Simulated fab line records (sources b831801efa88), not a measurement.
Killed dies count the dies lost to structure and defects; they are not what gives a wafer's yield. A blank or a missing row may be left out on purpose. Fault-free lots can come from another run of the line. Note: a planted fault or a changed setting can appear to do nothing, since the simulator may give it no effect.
fab line records	flow sky130
record: lots: 10	wafers: 29	lastDay: 49
route steps=708 shown METAL3@565 METAL4@634 METAL5@661 PASSIVATION@692
lots untouched by any fault: they come from a run of this same line in which no faults occurred
startH: hours from the record's first day to the start of the lot's first wafer shown	waitH: hours elapsed since this lot's preceding step	" the same as in the row above	L1.1+2: several wafers, shown together as one row	- no value, or no start was given	* or withheld: withheld	< > ~ a bound
route shown NAME@n: a module of which the file shows steps, and the number in the route of the first	usual: average and standard deviation across the fault-free wafers	same: alike in all rows	chamber/n: place in a boat	sites: each site's reading	_std_site: the standard deviation of these	_edge_site: inner sites' mean taken away from outer sites' mean	radiusMm: for every site, how far away it sits from the centre of the wafer	mask NAME#n: copy n	behind: the most recent tool/chamber to have shaped the wafer	hold: cause of the lot's hold/its duration in hours/its outcome	device: the transistor (n, p or np) that didn't switch	end of line: the same wafers' tests at the end of the route	a step given without rows: its recipe and nothing more	killed: dies that structure and defects cost at the first sort, which is not the same as the wafer's yield	map: the dies of a wafer, with x for killed, . for not killed, _ for no die there
set.NAME: the run value of the setting; set.NAME@STEP: its run value at that earlier step	model.NAME: the simulator's own value behind a step, which no gauge read
route steps across a sampled set of lots; one table per step, one row per wafer
services: a tool's chamber out of use, with start hour (startH, from the record's first day; less than 0 if before it), hours out, and reason
== steps ==
step: SKY_METAL3_DESCUM_15
recipe: chemistry: O2	sourcePowerW: 150	biasPowerW: 0	pressureMtorr: 10	tempC: 40	timeS: 8
usual: drypumpMotorCurrentA: 5.8/0.6	oesProductAu: 0.998/0.0068
lot.wafer	tool	chamber	startH	waitH	drypumpMotorCurrentA	oesProductAu	rfHoursCounterH
L184.1	rieMetal-02	0	927.79	0.0	5.3	1.000	15
L184.3	"	1	"	"	6.4	1.002	-
L184.5	"	0	"	"	5.3	1.001	-
L188.1	rieMetal-04	0	949.74	0.0	4.7	1.018	10
L188.4	"	1	"	"	5.8	0.997	-
L188.5	"	1	"	"	5.8	1.003	-
L189.2	rieMetal-02	0	961.29	0.0	5.3	0.988	17
L189.3	"	0	"	"	5.3	0.994	-
L189.4	"	1	"	"	6.4	0.991	-
L190.3	rieMetal-02	0	963.04	0.0	5.4	0.987	-
L190.5	"	1	"	"	6.4	0.993	-
L190.6	"	0	"	"	5.4	0.998	-
L193.2	rieMetal-03	0	986.73	0.0	6.4	0.994	10
L193.4	"	0	"	"	6.4	0.993	-
L193.6	"	0	"	"	6.4	0.994	-
L192.2	rieMetal-03	1	988.19	0.0	6.0	0.982	17
L192.4	"	0	"	"	6.4	0.982	-
L192.5	"	1	"	"	6.0	0.996	-
L194.2	rieMetal-02	0	996.13	0.0	5.3	0.989	18
L194.4	"	0	"	"	5.3	0.994	-
L194.5	"	0	"	"	5.3	0.993	-
L195.4	rieMetal-03	1	996.79	0.0	6.1	1.001	-
L195.5	"	1	"	"	6.1	0.998	-
L202.1	rieMetal-02	0	1038.33	0.0	5.3	1.003	22
L202.4	"	1	"	"	6.4	0.993	-
L202.5	"	0	"	"	5.3	0.993	-
L203.2	rieMetal-04	0	1041.18	0.0	4.7	0.995	16
L203.3	"	0	"	"	4.7	1.003	-
L203.6	"	1	"	"	5.9	0.999	-
step: SKY_METAL4_METAL_ETCH_18
recipe: targetDepthA: 8450	stopOn: SiO2	overEtchFrac: 0.3	timeS: 183.1	chemistry: Cl2/BCl3	resistSidewallDeg: 88	pressureMtorr: 10	icpW: 900	biasW: 48.5	Cl2_flow_sccm: 60	bcl3FlowSccm: 30
usual: biasW: 48.50/0.14	drypumpMotorCurrentA: 5.6/0.51	oesProductAu: 0.865/0.0061	throttleValvePct: 22.262/0.01
lot.wafer	tool	chamber	startH	waitH	biasW	drypumpMotorCurrentA	oesProductAu	rfHoursCounterH	throttleValvePct
L184.1	rieMetal-02	0	1003.83	0.0	48.56	5.3	0.868	19	22.288
L184.3	"	0	"	"	48.62	5.3	0.872	-	22.246
L184.5	"	1	"	"	48.48	6.4	0.869	-	22.260
L188.1	rieMetal-02	1	1024.48	0.0	48.73	6.4	0.864	11	22.256
L188.4	"	0	"	"	48.77	5.3	0.864	-	22.255
L188.5	"	0	"	"	48.62	5.3	0.867	-	22.261
L189.2	rieMetal-02	1	1033.68	0.0	48.54	6.4	0.860	12	22.255
L189.3	"	0	"	"	48.50	5.3	0.866	-	22.246
L189.4	"	1	"	"	48.59	6.4	0.867	-	22.265
L190.3	rieMetal-01	0	1038.19	0.1	48.60	5.6	0.861	-	22.266
L190.5	"	1	"	"	48.44	5.5	0.861	-	22.260
L190.6	"	0	"	"	48.61	5.6	0.867	-	22.268
L193.2	rieMetal-04	0	1058.08	0.0	48.61	4.7	0.869	17	22.258
L193.4	"	1	"	"	48.48	5.9	0.863	-	22.279
L193.6	"	0	"	"	48.30	4.7	0.861	-	22.256
L192.2	rieMetal-01	0	1060.18	0.0	48.39	5.6	0.856	13	22.247
L192.4	"	1	"	"	48.50	5.6	0.864	-	22.264
L192.5	"	1	"	"	48.29	5.6	0.870	-	22.258
L194.2	rieMetal-04	1	1067.28	0.0	48.50	5.8	0.869	20	22.267
L194.4	"	1	"	"	48.43	5.9	0.857	-	22.279
L194.5	"	1	"	"	48.38	5.8	0.862	-	22.260
L195.4	rieMetal-01	1	1069.09	0.1	48.40	5.6	0.858	-	22.268
L195.5	"	1	"	"	48.64	5.6	0.864	-	22.260
L202.1	rieMetal-02	0	1106.02	0.0	48.28	5.3	0.863	27	22.270
L202.4	"	0	"	"	48.51	5.3	0.870	-	22.262
L202.5	"	0	"	"	48.36	5.3	0.871	-	22.263
L203.2	rieMetal-04	0	1106.78	0.0	48.35	4.7	0.871	20	22.263
L203.3	"	1	"	"	48.32	5.9	0.864	-	22.252
L203.6	"	0	"	"	48.33	4.7	0.874	-	22.278
step: SKY_METAL5_SPUTTER_00
recipe: material: Ti	targetThkNm: 15	powerW: 3000	timeS: 10	chamberPressurePa: 0.4
usual: throttleValvePct: 29.7/1.1
lot.wafer	tool	chamber	startH	waitH	throttleValvePct
L184.1	pvdSputter-04	-	1029.32	0.2	28.8
L184.3	"	-	"	"	31.6
L184.5	"	-	"	"	31.4
L188.1	pvdSputter-02	-	1049.85	0.1	28.1
L188.4	"	-	"	"	30.0
L188.5	"	-	"	"	30.1
L189.2	pvdSputter-02	-	1058.23	0.2	30.4
L189.3	"	-	"	"	29.2
L189.4	"	-	"	"	28.1
L190.3	pvdSputter-04	-	1062.47	0.1	28.8
L190.5	"	-	"	"	27.9
L190.6	"	-	"	"	28.6
L193.2	pvdSputter-04	-	1081.71	0.2	28.7
L193.4	"	-	"	"	31.8
L193.6	"	-	"	"	28.7
L192.2	pvdSputter-01	-	1083.87	0.2	30.7
L192.4	"	-	"	"	29.2
L192.5	"	-	"	"	30.4
L194.2	pvdSputter-04	-	1090.60	0.2	28.9
L194.4	"	-	"	"	27.9
L194.5	"	-	"	"	28.5
L195.4	pvdSputter-02	-	1092.56	0.2	30.1
L195.5	"	-	"	"	28.3
L202.1	pvdSputter-02	-	1129.97	0.2	30.6
L202.4	"	-	"	"	30.3
L202.5	"	-	"	"	30.6
L203.2	pvdSputter-04	-	1130.57	0.2	28.0
L203.3	"	-	"	"	28.4
L203.6	"	-	"	"	31.8
step: SKY_PASSIVATION_ETCH_11
recipe: chemistry: CF4/O2	targetDepthNm: 725	stopOn: AlCu	sourceW: 800	biasW: 150	pressureMtorr: 150	cf4FlowSccm: 80	O2_flow_sccm: 10	timeS: 161.1
usual: O2_flow_sccm: 10.00/0.032	biasW: 150.1/0.45	drypumpMotorCurrentA: 5.7/0.47	oesProductAu: 0.979/0.0067	throttleValvePct: 5.964/0.009
lot.wafer	tool	chamber	startH	waitH	O2_flow_sccm	biasW	drypumpMotorCurrentA	oesProductAu	rfHoursCounterH	throttleValvePct
L184.1	rieDiel-03	0	1075.12	-	10.01	149.9	5.4	0.976	29	5.963
L184.3	"	1	"	"	10.06	150.0	6.3	0.963	11	5.976
L184.5	"	2	"	"	9.96	150.3	5.5	0.979	-	5.970
L188.1	rieDiel-03	1	1092.46	-	9.97	149.6	6.3	0.978	12	5.952
L188.4	"	2	"	"	10.00	149.6	5.4	0.976	10	5.959
L188.5	"	2	"	"	9.95	149.3	5.4	0.986	-	5.965
L189.2	rieDiel-03	3	1100.76	-	10.05	150.8	5.6	0.976	9	5.961
L189.3	"	1	"	"	9.98	150.0	6.3	0.976	12	5.974
L189.4	"	2	"	"	10.00	149.6	5.5	0.984	10	5.968
L190.3	rieDiel-03	1	1105.32	-	9.99	150.2	6.3	0.955	12	5.952
L190.5	"	1	"	"	10.05	149.5	6.3	0.975	-	5.951
L190.6	"	2	"	"	10.02	150.1	5.4	0.972	-	5.968
L193.2	rieDiel-01	2	1122.21	-	9.97	150.2	6.5	0.980	12	5.956
L193.4	"	0	"	"	10.00	149.9	4.8	0.978	16	5.959
L193.6	"	1	"	"	10.01	151.0	5.7	0.990	-	5.945
L192.2	rieDiel-03	0	1124.92	-	10.01	150.0	5.4	0.987	31	5.959
L192.4	"	3	"	"	9.98	150.3	5.5	0.982	10	5.951
L192.5	"	1	"	"	10.03	150.5	6.3	0.990	-	5.967
L194.2	rieDiel-03	0	1130.97	-	10.03	149.7	5.4	0.977	32	5.958
L194.4	"	2	"	"	9.99	150.4	5.4	0.980	12	5.967
L194.5	"	1	"	"	10.08	149.3	6.3	0.985	-	5.967
L195.4	rieDiel-03	2	1132.97	-	10.02	149.4	5.4	0.980	12	5.980
L195.5	"	3	"	"	9.99	150.4	5.6	0.970	-	5.968
L202.1	rieDiel-01	2	1166.16	-	9.99	149.7	6.5	0.976	13	5.955
L202.4	"	1	"	"	10.03	151.3	5.6	0.991	9	5.982
L202.5	"	2	"	"	10.00	149.8	6.5	0.986	-	5.982
L203.2	rieDiel-01	0	1166.86	-	10.03	150.6	4.8	0.983	17	5.967
L203.3	"	1	"	"	9.99	150.5	5.6	0.985	9	5.976
L203.6	"	2	"	"	9.98	149.9	6.5	0.982	-	5.972
step: SKY_PASSIVATION_STRIP_12
recipe: chemistry: O2/N2	powerW: 1400	pressureMtorr: 1500	platenTempC: withheld	overashFraction: 0.7	o2FlowSccm: 3000	n2FlowSccm: 300
usual: drypumpMotorCurrentA: 5.8/0.47	oesProductAu: 0.661/0.0044	stripTimeToEndpointS: 31.53/0.1
lot.wafer	tool	chamber	startH	waitH	drypumpMotorCurrentA	oesProductAu	rfHoursCounterH	stripTimeToEndpointS
L184.1	plasmaAsher-03	0	1075.23	0.1	5.4	0.662	91	31.49
L184.3	"	1	"	"	6.6	0.666	-	31.51
L184.5	"	1	"	"	6.6	0.658	-	31.54
L188.1	plasmaAsher-03	1	1092.57	0.1	6.6	0.659	93	31.46
L188.4	"	1	"	"	6.6	0.665	-	31.52
L188.5	"	0	"	"	5.4	0.663	-	31.50
L189.2	plasmaAsher-04	1	1100.87	0.1	5.8	0.661	3	31.66
L189.3	"	1	"	"	5.8	0.662	-	31.62
L189.4	"	0	"	"	5.3	0.665	-	31.64
L190.3	plasmaAsher-04	1	1105.46	0.1	5.8	0.665	-	31.63
L190.5	"	0	"	"	5.3	0.658	-	31.56
L190.6	"	1	"	"	5.8	0.660	-	31.43
L193.2	plasmaAsher-04	1	1122.32	0.1	5.8	0.655	5	31.50
L193.4	"	1	"	"	5.8	0.657	-	31.38
L193.6	"	0	"	"	5.3	0.654	-	31.35
L192.2	plasmaAsher-01	1	1125.03	0.1	6.0	0.655	37	28.29
L192.4	"	0	"	"	5.6	0.654	-	31.56
L192.5	"	0	"	"	5.6	0.661	-	28.26
L194.2	plasmaAsher-04	0	1131.08	0.1	5.3	0.664	6	28.37
L194.4	"	1	"	"	5.8	0.658	-	31.37
L194.5	"	0	"	"	5.3	0.660	-	28.19
L195.4	plasmaAsher-03	1	1133.11	0.1	6.6	0.667	-	31.60
L195.5	"	1	"	"	6.6	0.662	-	28.33
L202.1	plasmaAsher-03	1	1166.27	0.1	6.6	0.660	100	31.62
L202.4	"	1	"	"	6.6	0.665	-	31.58
L202.5	"	1	"	"	6.5	0.666	-	31.69
L203.2	plasmaAsher-04	1	1166.97	0.1	5.8	0.663	10	31.57
L203.3	"	1	"	"	5.8	0.664	-	31.67
L203.6	"	0	"	"	5.3	0.656	-	31.73
== services ==
tool	chamber	startH	hours	kind
rieMetal-04	-	919.38	0.6	repair
rieDiel-03	0	927.88	3.5	repair
rieMetal-01	1	944.94	5.5	repair
rieMetal-04	-	981.89	0.3	repair
rieDiel-01	-	991.22	2.8	pm
rieDiel-03	3	992.40	1.3	repair
rieDiel-03	-	1021.90	2.8	pm
rieDiel-01	3	1036.92	49.9	repair
plasmaAsher-04	-	1044.85	14.6	pm
plasmaAsher-04	-	1059.45	9.0	pm
plasmaAsher-04	0	1059.45	9.0	ventCycle
plasmaAsher-04	1	1059.45	9.0	ventCycle
pvdSputter-01	-	1065.34	3.5	repair
plasmaAsher-04	0	1068.45	-	clean
rieDiel-01	-	1073.68	0.8	repair
pvdSputter-02	-	1096.19	4.7	repair
rieDiel-01	-	1119.00	0.8	repair
pvdSputter-02	-	1132.00	3.6	repair
rieMetal-02	0	1150.07	-	clean
rieMetal-02	0	1150.07	-	consumableReplace:focusRing
rieMetal-02	0	1150.07	24.9	scheduledDown
rieMetal-02	0	1150.07	24.9	ventCycle
rieMetal-03	0	1159.75	16.0	repair
pvdSputter-01	-	1165.71	2.6	repair
== key ==
firstSign: step: SKY_PASSIVATION_STRIP_12	reading: stripTimeToEndpointS	direction: down	sigmas: 31	usual: *	struck: *
effect none on later readings
metAt SKY_PASSIVATION_ETCH_11
struckLots L192,L194,L195
struckWafers L192.2,L192.5,L194.2,L194.5,L195.5
notActingAt SKY_METAL3_DESCUM_15,SKY_METAL4_METAL_ETCH_18,SKY_METAL5_SPUTTER_00
onsetBetween 1105.32 1124.92
fault: kind: processParameterDrift	tool: rieDiel-03	chamber: -	onsetH: 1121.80	steps: SKY_PASSIVATION_ETCH_11	channel: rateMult	offset: 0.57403	shape: step	endH: 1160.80	scope: struckWafersOnly
